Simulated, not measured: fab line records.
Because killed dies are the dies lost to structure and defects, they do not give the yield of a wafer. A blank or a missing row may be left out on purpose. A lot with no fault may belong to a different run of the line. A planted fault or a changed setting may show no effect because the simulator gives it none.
fab line records	flow sky130
record: lots: 5	wafers: 15	last_day: 50
route steps=708 shown SONOS_ONO@186 GATE_OXIDE@187 POLY_GATE@204 RES_PROTECT@206 PAD_OPEN@708
lots that met no fault: from a run of the same line without faults
start_h: the number of hours between the record's first day and the start of the first shown wafer of the lot	wait_h: time in hours since the lot's previous step	" as in the row above	L1.1+2: one row covering several wafers at once	- no value present, or no start provided	* or withheld: withheld	< > ~ a bound
route shown NAME@n: NAME is a module with steps in the file, n the number in the route of the first one	usual: average and standard deviation across the fault-free wafers	same: alike in all rows	chamber/n: place in a boat	sites: per-site readings	_std_site: standard deviation of those values	_edge_site: the outer-site mean with the inner-site mean subtracted	radius_mm: how far each site lies from the wafer's centre	mask NAME#n: copy n	behind: tool/chamber where the wafer was last shaped	hold: cause of the lot's hold/its duration in hours/its outcome	device: names the non-switching transistor (n, p or np)	end of line: the route-end tests of the same wafers	a step without rows: its recipe alone	killed: count of dies lost to structure and defects at first sort (not the wafer's yield)	map: dies across one wafer; x = killed, . = not, _ = none there
set.NAME: the run value of the setting; set.NAME@STEP: its run value at that earlier step	model.NAME: the simulator's own value behind a step, which no gauge read
lots at some steps of the route; a table a step, a row a wafer
services: the hour from which a tool's chamber was out of use, counted from the record's first day as start_h (under 0 if before that day), plus the number of hours and why
== steps ==
step: SKY_SONOS_ONO_WET_ETCH_18
recipe: chemistry: H3PO4	target_depth_nm: 15	target: Si3N4	temp_c: 160	time_s: 172
step: SKY_GATE_OXIDE_CLEAN_00
recipe: chemistry: SC1/SC2	mix: 1:4:20	temp_c: 70	time_s: 150	dry: n2_spin
step: SKY_GATE_OXIDE_OXIDATION_01
recipe: temp_c: 900	ambient: O2	stabilise_s: 600	purge_s: 300	target_thk_a: 102.68	ox_time_s: 1473
step: SKY_GATE_OXIDE_THK_MEAS_02
recipe: reads: SiO2_of_GATE_OXIDE_OXIDATION_01
usual: GATE_OXIDE_OXIDATION_00_THK: 10.22/0.2
lot.wafer	tool	chamber	start_h	wait_h	GATE_OXIDE_OXIDATION_00_THK[nm]
L162.2	film_metro-02	-	365.00	0.0	10.37
L162.5	"	-	"	"	10.34
L162.6	"	-	"	"	10.36
L163.1	film_metro-03	-	369.45	0.0	10.41
L163.3	"	-	"	"	10.57
L163.6	"	-	"	"	10.46
L165.1	film_metro-01	-	388.77	0.0	10.23
L165.4	"	-	"	"	10.21
L165.6	"	-	"	"	10.12
L170.2	film_metro-02	-	435.28	0.0	9.99
L170.3	"	-	"	"	10.04
L170.5	"	-	"	"	9.93
L173.3	film_metro-01	-	457.17	0.0	9.94
L173.4	"	-	"	"	9.98
L173.6	"	-	"	"	10.04
step: SKY_GATE_OXIDE_DEHYDRATE_03
recipe: temp_c: 200	time_s: 60
step: SKY_GATE_OXIDE_HMDS_04
recipe: prime_time_s: 60	prime_temp_c: 120
step: SKY_GATE_OXIDE_COAT_05
recipe: resist: NOVOLAK	spin_rpm: 3000	resist_thk_nm: 1140
step: SKY_GATE_OXIDE_SOFTBAKE_06
recipe: temp_c: 90	time_s: 60	resist: NOVOLAK
step: SKY_GATE_OXIDE_EXPOSE_07
recipe: mask_id: LVOM	na: 0.6	source_shape: conventional	sigma_outer: 0.6	polarization: unpolarized	target_cd_nm: 600	dose_mj: 170
step: SKY_GATE_OXIDE_PEB_08
recipe: temp_c: withheld	time_s: *	resist: NOVOLAK
step: SKY_GATE_OXIDE_DEVELOP_09
recipe: resist: NOVOLAK	developer: TMAH	develop_time_s: 60	dev_temp_c: 23
step: SKY_GATE_OXIDE_OVL_MEAS_10
usual: GATE_OXIDE_OVL: 0.2/1.2
lot.wafer	tool	chamber	start_h	wait_h	GATE_OXIDE_OVL[nm]
L162.2	overlay-02	-	393.93	0.1	-2.8
L162.5	"	-	"	"	-0.7
L162.6	"	-	"	"	0.0
L163.1	overlay-02	-	398.03	0.1	-0.9
L163.3	"	-	"	"	-0.8
L163.6	"	-	"	"	0.4
L165.1	overlay-02	-	418.38	0.1	1.4
L165.4	"	-	"	"	-0.4
L165.6	"	-	"	"	-1.8
L170.2	overlay-01	-	465.98	0.1	-0.8
L170.3	"	-	"	"	-0.1
L170.5	"	-	"	"	2.9
L173.3	overlay-02	-	488.00	0.1	0.0
L173.4	"	-	"	"	0.4
L173.6	"	-	"	"	-0.1
step: SKY_GATE_OXIDE_IMPLANT_11
recipe: species: B	energy_kev: 10	dose_cm2: 2.6e+12	tilt_deg: withheld
usual: beam_energy_keV: 9.999/0.0031
lot.wafer	tool	chamber	start_h	wait_h	beam_energy_keV
L162.2	implanter-04	0	393.99	0.0	10.001
L162.5	"	0	"	"	9.999
L162.6	"	0	"	"	9.997
L163.1	implanter-04	0	398.06	0.0	9.992
L163.3	"	0	"	"	10.000
L163.6	"	0	"	"	9.997
L165.1	implanter-01	0	418.42	0.0	9.997
L165.4	"	0	"	"	9.999
L165.6	"	0	"	"	10.003
L170.2	implanter-04	0	466.04	0.0	10.005
L170.3	"	0	"	"	10.003
L170.5	"	0	"	"	10.004
L173.3	implanter-04	0	488.07	0.1	10.001
L173.4	"	0	"	"	9.999
L173.6	"	0	"	"	10.000
step: SKY_GATE_OXIDE_WET_ETCH_12
recipe: chemistry: dHF	target_depth_nm: 16.8	dry: n2_spin	target: SiO2	dilution: 100:1	temp_c: 25	time_s: 336
step: SKY_GATE_OXIDE_STRIP_13
recipe: chemistry: O2/N2	power_w: 1400	pressure_mtorr: 1500	platen_temp_c: withheld	o2_flow_sccm: 3000	n2_flow_sccm: 300	overash_fraction: 0.5
usual: drypump_motor_current_A: 5.6/0.62	oes_product_au: 0.715/0.004	strip_time_to_endpoint_s: 14.18/0.04
lot.wafer	tool	chamber	start_h	wait_h	drypump_motor_current_A	oes_product_au	rf_hours_counter_h	strip_time_to_endpoint_s
L162.2	plasma_asher-04	1	394.22	0.0	5.4	0.717	70	14.18
L162.5	"	0	"	"	5.0	0.715	-	14.17
L162.6	"	1	"	"	5.4	0.716	-	14.18
L163.1	plasma_asher-02	0	398.32	0.0	6.5	0.717	68	14.19
L163.3	"	1	"	"	5.5	0.722	-	14.21
L163.6	"	0	"	"	6.5	0.717	-	14.14
L165.1	plasma_asher-03	1	418.77	0.0	4.9	0.722	60	14.16
L165.4	"	1	"	"	4.9	0.712	-	14.15
L165.6	"	0	"	"	6.5	0.716	-	14.13
L170.2	plasma_asher-04	0	466.27	0.0	5.0	0.717	4	14.22
L170.3	"	1	"	"	5.4	0.712	-	14.20
L170.5	"	1	"	"	5.5	0.714	-	14.23
L173.3	plasma_asher-04	0	488.31	0.0	5.0	0.718	-	14.16
L173.4	"	1	"	"	5.5	0.718	-	14.24
L173.6	"	1	"	"	5.5	0.718	-	14.20
step: SKY_GATE_OXIDE_TW_MEAS_14
usual: GATE_OXIDE_TW: 224.3/1.5
lot.wafer	tool	chamber	start_h	wait_h	GATE_OXIDE_TW
L162.2	film_metro-02	-	394.33	0.1	220.5
L162.5	"	-	"	"	220.2
L162.6	"	-	"	"	221.4
L163.1	film_metro-02	-	398.42	0.1	222.0
L163.3	"	-	"	"	222.5
L163.6	"	-	"	"	222.5
L165.1	film_metro-02	-	418.87	0.1	223.7
L165.4	"	-	"	"	223.5
L165.6	"	-	"	"	223.0
L170.2	film_metro-01	-	466.38	0.1	225.8
L170.3	"	-	"	"	226.2
L170.5	"	-	"	"	225.6
L173.3	film_metro-01	-	488.40	0.1	220.8
L173.4	"	-	"	"	220.4
L173.6	"	-	"	"	224.1
step: SKY_GATE_OXIDE_CLEAN_15
recipe: chemistry: SC1/SC2	mix: 1:4:20	temp_c: 70	time_s: 150	dry: n2_spin
step: SKY_GATE_OXIDE_OXIDATION_16
recipe: temp_c: 800	ambient: O2	idle_temp_c: 700	ramp_up_c_per_min: 10	ramp_down_c_per_min: 3	stabilise_s: 600	purge_s: 300	target_thk_a: 35.7	ox_time_s: 1915
step: SKY_POLY_GATE_CVD_00
recipe: material: poly-Si	target_thk_nm: 180	temp_c: 620	time_s: 720	pressure_mtorr: 200
step: SKY_POLY_GATE_THK_MEAS_01
recipe: reads: poly-Si_of_POLY_GATE_CVD_00
usual: POLY_GATE_CVD_00_THK: 180.4/1.3
lot.wafer	tool	chamber	start_h	wait_h	POLY_GATE_CVD_00_THK[nm]
L162.2	film_metro-03	-	397.83	0.0	179.8
L162.5	"	-	"	"	179.7
L162.6	"	-	"	"	180.8
L163.1	film_metro-04	-	403.84	0.0	180.1
L163.3	"	-	"	"	178.8
L163.6	"	-	"	"	179.0
L165.1	film_metro-04	-	424.23	0.0	177.9
L165.4	"	-	"	"	181.3
L165.6	"	-	"	"	179.1
L170.2	film_metro-04	-	470.24	0.0	177.8
L170.3	"	-	"	"	179.5
L170.5	"	-	"	"	178.8
L173.3	film_metro-03	-	491.36	0.0	179.4
L173.4	"	-	"	"	181.3
L173.6	"	-	"	"	180.3
step: SKY_RES_PROTECT_DEHYDRATE_00
recipe: temp_c: 200	time_s: 60
step: SKY_RES_PROTECT_HMDS_01
recipe: prime_time_s: 60	prime_temp_c: 120
step: SKY_RES_PROTECT_COAT_02
recipe: resist: NOVOLAK	spin_rpm: 3000	resist_thk_nm: 1140
step: SKY_RES_PROTECT_SOFTBAKE_03
recipe: temp_c: 90	time_s: 60	resist: NOVOLAK
step: SKY_RES_PROTECT_EXPOSE_04
recipe: mask_id: RPM	na: 0.6	source_shape: conventional	sigma_outer: 0.6	polarization: unpolarized	target_cd_nm: 1270	dose_mj: 131
step: SKY_RES_PROTECT_PEB_05
recipe: temp_c: withheld	time_s: *	resist: NOVOLAK
step: SKY_RES_PROTECT_DEVELOP_06
recipe: resist: NOVOLAK	developer: TMAH	develop_time_s: 60	dev_temp_c: 23
step: SKY_POLY_GATE_IMPLANT_02
recipe: species: P	energy_kev: 30	dose_cm2: 7.7e+15	tilt_deg: 0
step: SKY_RES_PROTECT_STRIP_07
recipe: chemistry: O2/N2	power_w: 1400	pressure_mtorr: 1500	platen_temp_c: withheld	o2_flow_sccm: 3000	n2_flow_sccm: 300	overash_fraction: 0.5
usual: drypump_motor_current_A: 5.4/0.6	oes_product_au: 0.518/0.0047	strip_time_to_endpoint_s: 23.29/0.044
lot.wafer	tool	chamber	start_h	wait_h	drypump_motor_current_A	oes_product_au	rf_hours_counter_h	strip_time_to_endpoint_s
L162.2	plasma_asher-01	1	427.63	0.1	5.6	0.518	29	23.28
L162.5	"	0	"	"	4.9	0.514	-	23.31
L162.6	"	1	"	"	5.6	0.525	-	23.29
L163.1	plasma_asher-04	1	433.27	0.1	5.5	0.516	0	23.30
L163.3	"	0	"	"	5.0	0.532	-	23.29
L163.6	"	0	"	"	5.0	0.522	-	23.30
L165.1	plasma_asher-03	1	455.23	0.1	4.9	0.523	64	23.32
L165.4	"	0	"	"	6.5	0.521	-	23.30
L165.6	"	1	"	"	4.9	0.516	-	23.24
L170.2	plasma_asher-04	1	500.88	0.1	5.4	0.525	6	23.26
L170.3	"	1	"	"	5.4	0.511	-	23.26
L170.5	"	1	"	"	5.4	0.523	-	23.26
L173.3	plasma_asher-04	1	522.20	0.1	5.4	0.518	-	23.30
L173.4	"	0	"	"	5.0	0.521	-	23.28
L173.6	"	1	"	"	5.4	0.512	-	23.31
step: SKY_RES_PROTECT_TW_MEAS_08
usual: POLY_GATE_TW: 4064/31
lot.wafer	tool	chamber	start_h	wait_h	POLY_GATE_TW
L162.2	film_metro-01	-	427.74	0.1	4026
L162.5	"	-	"	"	4014
L162.6	"	-	"	"	4028
L163.1	film_metro-04	-	433.37	0.1	4064
L163.3	"	-	"	"	4078
L163.6	"	-	"	"	4079
L165.1	film_metro-03	-	455.33	0.1	4031
L165.4	"	-	"	"	4011
L165.6	"	-	"	"	4028
L170.2	film_metro-01	-	500.99	0.1	4045
L170.3	"	-	"	"	4052
L170.5	"	-	"	"	4049
L173.3	film_metro-04	-	522.29	0.1	4103
L173.4	"	-	"	"	4099
L173.6	"	-	"	"	4106
step: SKY_RES_PROTECT_CLEAN_09
recipe: chemistry: SC1/SC2	mix: 1:4:20	temp_c: 70	time_s: 150	dry: n2_spin
step: SKY_POLY_GATE_CVD_03
recipe: material: Si3N4	precursor: DCS/NH3	target_thk_nm: 75	temp_c: 770	time_s: 1290	pressure_mtorr: 250
step: SKY_POLY_GATE_THK_MEAS_04
recipe: reads: Si3N4_of_POLY_GATE_CVD_03
usual: POLY_GATE_CVD_03_THK: 75.4/0.59
lot.wafer	tool	chamber	start_h	wait_h	POLY_GATE_CVD_03_THK[nm]
L162.2	film_metro-02	-	429.21	0.0	75.5
L162.5	"	-	"	"	75.2
L162.6	"	-	"	"	75.5
L163.1	film_metro-02	-	436.23	0.0	73.6
L163.3	"	-	"	"	74.9
L163.6	"	-	"	"	74.5
L165.1	film_metro-02	-	456.80	0.0	75.8
L165.4	"	-	"	"	75.6
L165.6	"	-	"	"	75.2
L170.2	film_metro-03	-	503.08	0.0	74.5
L170.3	"	-	"	"	74.8
L170.5	"	-	"	"	74.8
L173.3	film_metro-04	-	523.76	0.0	75.6
L173.4	"	-	"	"	74.8
L173.6	"	-	"	"	75.8
step: SKY_POLY_GATE_DEHYDRATE_05
recipe: temp_c: 200	time_s: 60
step: SKY_POLY_GATE_HMDS_06
recipe: prime_time_s: 60	prime_temp_c: 120
step: SKY_POLY_GATE_COAT_07
recipe: resist: BARC	temp_c: withheld	time_s: withheld	spin_rpm: 3000	resist_thk_nm: 110
step: SKY_POLY_GATE_COAT_08
recipe: resist: KrF-thick	spin_rpm: 3022	resist_thk_nm: 450
step: SKY_POLY_GATE_SOFTBAKE_09
recipe: temp_c: 100	time_s: 90	resist: KrF-thick
step: SKY_POLY_GATE_EXPOSE_10
recipe: mask_id: P1M	na: 0.68	source_shape: conventional	sigma_outer: 0.6	target_cd_nm: 150	dose_mj: 28
step: SKY_POLY_GATE_PEB_11
recipe: peb_temp_c: withheld	peb_time_s: withheld	resist: KrF-thick
step: SKY_POLY_GATE_DEVELOP_12
recipe: develop_time_s: 60	resist: KrF-thick	dev_temp_c: 21
step: SKY_POLY_GATE_CD_MEAS_13
recipe: target_cd_nm: 150
usual: cd_nm: 149.9/0.99
lot.wafer	tool	chamber	start_h	wait_h	cd_nm
L162.2	cd_sem-01	-	460.35	-	151.2
L162.5	"	-	"	"	151.0
L162.6	"	-	"	"	151.4
L163.1	cd_sem-02	-	467.23	-	150.8
L163.3	"	-	"	"	150.6
L163.6	"	-	"	"	149.9
L165.1	cd_sem-02	-	487.23	-	149.1
L165.4	"	-	"	"	149.2
L165.6	"	-	"	"	149.0
L170.2	cd_sem-01	-	533.64	-	148.8
L170.3	"	-	"	"	148.6
L170.5	"	-	"	"	150.2
L173.3	cd_sem-02	-	554.42	-	151.2
L173.4	"	-	"	"	150.9
L173.6	"	-	"	"	150.7
step: SKY_PAD_OPEN_PROBE_99
usual: killed_at_M0_to_M3: 42/7.2	killed_at_M4_up: 3.4/2.1	killed_at_contacts: 24/5.4	killed_at_front_end: 15/4	killed_at_other: 0.3/0.53	killed_dies: 85/8.8	killed_open: 47/6.7	killed_short: 38/6.5
same: gross_dies: 492	killed_at_back_side: 0
lot.wafer	tool	chamber	start_h	wait_h	killed_at_M0_to_M3	killed_at_M4_up	killed_at_contacts	killed_at_front_end	killed_at_other	killed_dies	killed_open	killed_short	model.etest.pfet_01v8_lvt.drive_ua_um	model.etest.nfet_01v8.drive_ua_um_range	model.etest.pfet_01v8.drive_ua_um_range	model.etest.pfet_01v8_mvt.drive_ua_um	model.etest.nfet_01v8.drive_ua_um_rim_less_centre	model.etest.pfet_01v8_lvt.off_log10_a_um	model.etest.pfet_01v8_mvt.off_log10_a_um	model.etest.pfet_01v8.off_log10_a_um
L162.2	prober-02	-	1138.25	0.1	55	3	18	11	0	87	45	42	169.5	6.354	5.715	149.1	-0.5501	-9.055	-10.54	-10.09
L162.5	prober-02	-	1138.40	0.2	38	5	19	14	0	76	34	42	169.9	8.032	7.511	148.9	1.579	-9.183	-10.82	-10.31
L162.6	prober-02	-	1138.45	0.2	42	4	37	13	1	97	47	50	171.4	7.227	6.799	152.6	2.902	-9.189	-10.41	-9.525
L163.1	prober-01	-	1142.95	0.1	48	3	37	9	0	97	56	41	173.8	10.28	10.1	148.6	5.221	-9.007	-11.03	-9.932
L163.3	prober-01	-	1143.05	0.2	43	0	18	11	0	72	40	32	172.7	17.44	5.114	144.3	7.095	-9.229	-11.39	-10.28
L163.6	prober-01	-	1143.20	0.2	37	5	33	13	0	88	51	37	174	11.91	8.617	148	0.3515	-9.065	-11.05	-10.19
L165.1	prober-01	-	1157.43	0.1	44	2	22	15	0	83	49	34	176.5	8.516	8.144	158.8	2.762	-9.062	-10.26	-9.247
L165.4	prober-01	-	1157.58	0.2	38	1	25	12	1	77	34	43	175.4	4.203	9.183	157.1	2.659	-8.979	-10.33	-9.169
L165.6	prober-01	-	1157.68	0.2	47	4	20	3	0	74	40	34	176.2	8.878	8.541	159.9	3.275	-9.059	-10.23	-9.32
L170.2	prober-02	-	1179.27	0.1	47	2	21	17	1	88	48	39	175.2	11.62	7.312	154.5	-5.947	-8.994	-10.26	-9.774
L170.3	prober-02	-	1179.32	0.2	41	3	29	13	2	88	46	41	180.6	7	6.591	160.9	4.146	-8.802	-9.992	-9.19
L170.5	prober-02	-	1179.42	0.2	56	2	29	13	0	100	56	44	178.6	10.47	4.794	157.9	-1.923	-8.564	-9.944	-9.397
L173.3	prober-02	-	1193.14	0.2	52	4	27	13	0	96	51	45	159.4	18.55	10.35	141.2	-5.176	-10	-11.55	-10.8
L173.4	prober-02	-	1193.19	0.2	46	3	32	11	1	93	49	44	163.2	18.38	17.44	145.6	1.681	-10.16	-11.29	-10.45
L173.6	prober-02	-	1193.29	0.2	47	6	22	14	1	90	51	39	172.5	10.74	8.364	150.4	2.269	-8.823	-10.55	-9.933
killed by level:class
L162.2 VIA1:geometric_particle:open=16 VIA1:geometric_particle:short=8 CONTACT:geometric_particle:open=7 FIELD_ISO:geometric_particle:short=6 METAL1:geometric_particle:short=6 METAL2:geometric_particle:short=5 VIA3:geometric_particle:open=5 LI_CONTACT:geometric_particle:open=4
L162.5 METAL1:geometric_particle:short=9 VIA1:geometric_particle:open=9 CONTACT:geometric_particle:open=7 VIA1:geometric_particle:short=6 POLY_GATE:geometric_particle:open=5 VIA3:geometric_particle:open=5 FIELD_ISO:geometric_particle:short=4 POLY_GATE:geometric_particle:short=4
L162.6 CONTACT:geometric_particle:open=13 VIA1:geometric_particle:open=9 VIA3:geometric_particle:open=7 CONTACT:geometric_particle:short=6 LI_CONTACT:geometric_particle:open=6 VIA1:geometric_particle:short=6 POLY_GATE:geometric_particle:short=5 LI_CONTACT:geometric_particle:short=5
L163.1 VIA1:geometric_particle:open=14 CONTACT:geometric_particle:open=11 LI_CONTACT:geometric_particle:open=10 VIA2:geometric_particle:open=8 CONTACT:geometric_particle:short=7 METAL2:geometric_particle:short=7 VIA3:geometric_particle:open=6 LOCAL_INTERCONNECT:geometric_particle:short=5
L163.3 VIA1:geometric_particle:open=9 CONTACT:geometric_particle:open=8 METAL2:geometric_particle:short=7 LI_CONTACT:geometric_particle:open=6 METAL1:geometric_particle:short=5 VIA3:geometric_particle:short=5 VIA1:geometric_particle:short=4 FIELD_ISO:geometric_particle:open=3
L163.6 LI_CONTACT:geometric_particle:open=12 VIA1:geometric_particle:open=12 CONTACT:geometric_particle:open=9 METAL1:geometric_particle:short=6 CONTACT:geometric_particle:short=5 FIELD_ISO:geometric_particle:open=4 LOCAL_INTERCONNECT:geometric_particle:short=4 METAL2:geometric_particle:short=4
L165.1 VIA1:geometric_particle:open=17 VIA2:geometric_particle:open=10 LOCAL_INTERCONNECT:geometric_particle:short=8 CONTACT:geometric_particle:open=7 FIELD_ISO:geometric_particle:short=6 CONTACT:geometric_particle:short=4 METAL1:geometric_particle:short=4 VIA1:geometric_particle:short=4
L165.4 VIA1:geometric_particle:short=8 VIA2:geometric_particle:open=8 LI_CONTACT:geometric_particle:open=7 CONTACT:geometric_particle:short=7 VIA1:geometric_particle:open=7 POLY_GATE:geometric_particle:short=5 LOCAL_INTERCONNECT:geometric_particle:short=5 CONTACT:geometric_particle:open=4
L165.6 METAL2:geometric_particle:short=7 LI_CONTACT:geometric_particle:open=6 VIA1:geometric_particle:open=6 VIA2:geometric_particle:open=6 VIA3:geometric_particle:open=6 CONTACT:geometric_particle:open=5 LOCAL_INTERCONNECT:geometric_particle:short=5 VIA3:geometric_particle:short=5
L170.2 VIA1:geometric_particle:open=10 CONTACT:geometric_particle:open=8 VIA3:geometric_particle:open=7 LOCAL_INTERCONNECT:geometric_particle:short=6 VIA1:geometric_particle:short=6 METAL1:geometric_particle:short=5 FIELD_ISO:geometric_particle:short=4 VIA3:geometric_particle:short=4
L170.3 LI_CONTACT:geometric_particle:open=13 VIA1:geometric_particle:open=10 POLY_GATE:geometric_particle:short=7 CONTACT:geometric_particle:open=7 METAL2:geometric_particle:short=7 VIA3:geometric_particle:open=5 CONTACT:geometric_particle:short=4 VIA1:geometric_particle:short=4
L170.5 VIA1:geometric_particle:open=12 CONTACT:geometric_particle:open=11 METAL1:geometric_particle:short=10 METAL2:geometric_particle:short=9 LOCAL_INTERCONNECT:geometric_particle:short=8 VIA3:geometric_particle:open=6 LI_CONTACT:geometric_particle:open=6 VIA2:geometric_particle:open=6
L173.3 VIA1:geometric_particle:open=12 CONTACT:geometric_particle:open=11 METAL2:geometric_particle:short=8 LI_CONTACT:geometric_particle:open=8 FIELD_ISO:geometric_particle:short=5 POLY_GATE:geometric_particle:open=5 CONTACT:geometric_particle:short=5 VIA1:geometric_particle:short=5
L173.4 LI_CONTACT:geometric_particle:open=10 CONTACT:geometric_particle:open=10 METAL1:geometric_particle:short=8 METAL2:geometric_particle:short=7 VIA2:geometric_particle:open=7 VIA1:geometric_particle:open=6 VIA2:geometric_particle:short=6 CONTACT:geometric_particle:short=5
L173.6 VIA1:geometric_particle:open=16 VIA3:geometric_particle:open=9 LI_CONTACT:geometric_particle:open=8 POLY_GATE:geometric_particle:short=6 CONTACT:geometric_particle:open=6 VIA2:geometric_particle:open=5 METAL2:geometric_particle:short=5 LI_CONTACT:geometric_particle:short=4
== services ==
tool	chamber	start_h	hours	kind
plasma_asher-02	-	379.16	0.4	repair
plasma_asher-04	-	421.25	9.0	pm
plasma_asher-04	0	421.25	9.0	vent_cycle
plasma_asher-04	1	421.25	9.0	vent_cycle
plasma_asher-04	0	430.25	-	clean
plasma_asher-04	1	430.25	-	clean
plasma_asher-01	-	456.35	8.5	repair
plasma_asher-03	-	463.66	2.7	repair
plasma_asher-04	-	470.73	14.6	pm
plasma_asher-02	-	472.21	9.0	repair
plasma_asher-03	-	489.27	2.8	pm
implanter-01	-	504.81	2.8	pm
plasma_asher-01	-	517.19	3.9	repair
== key ==
first_sign none at tools or gauges
model_effect: step: SKY_PAD_OPEN_PROBE_99	value: etest.pfet_01v8_lvt.drive_ua_um	without: 172.1	struck: 161.3
met_at SKY_GATE_OXIDE_IMPLANT_11
struck_wafers L173.3,L173.4
tester_left_out L173
onset_between 466.04 488.07
fault: kind: process_parameter_drift	tool: implanter-04	chamber: -	onset_h: 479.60	steps: SKY_GATE_OXIDE_IMPLANT_11	channel: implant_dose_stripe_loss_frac	offset: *	shape: step	end_h: 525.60	scope: struck_wafers_only
tester_left_out: of these lots the tester's yield and bins aren't shown, on N5 and GAA mostly nor the transistor test; their killed dies are dies lost to structure and defects alone, not to doping, threshold or leakage, so they don't give the yield
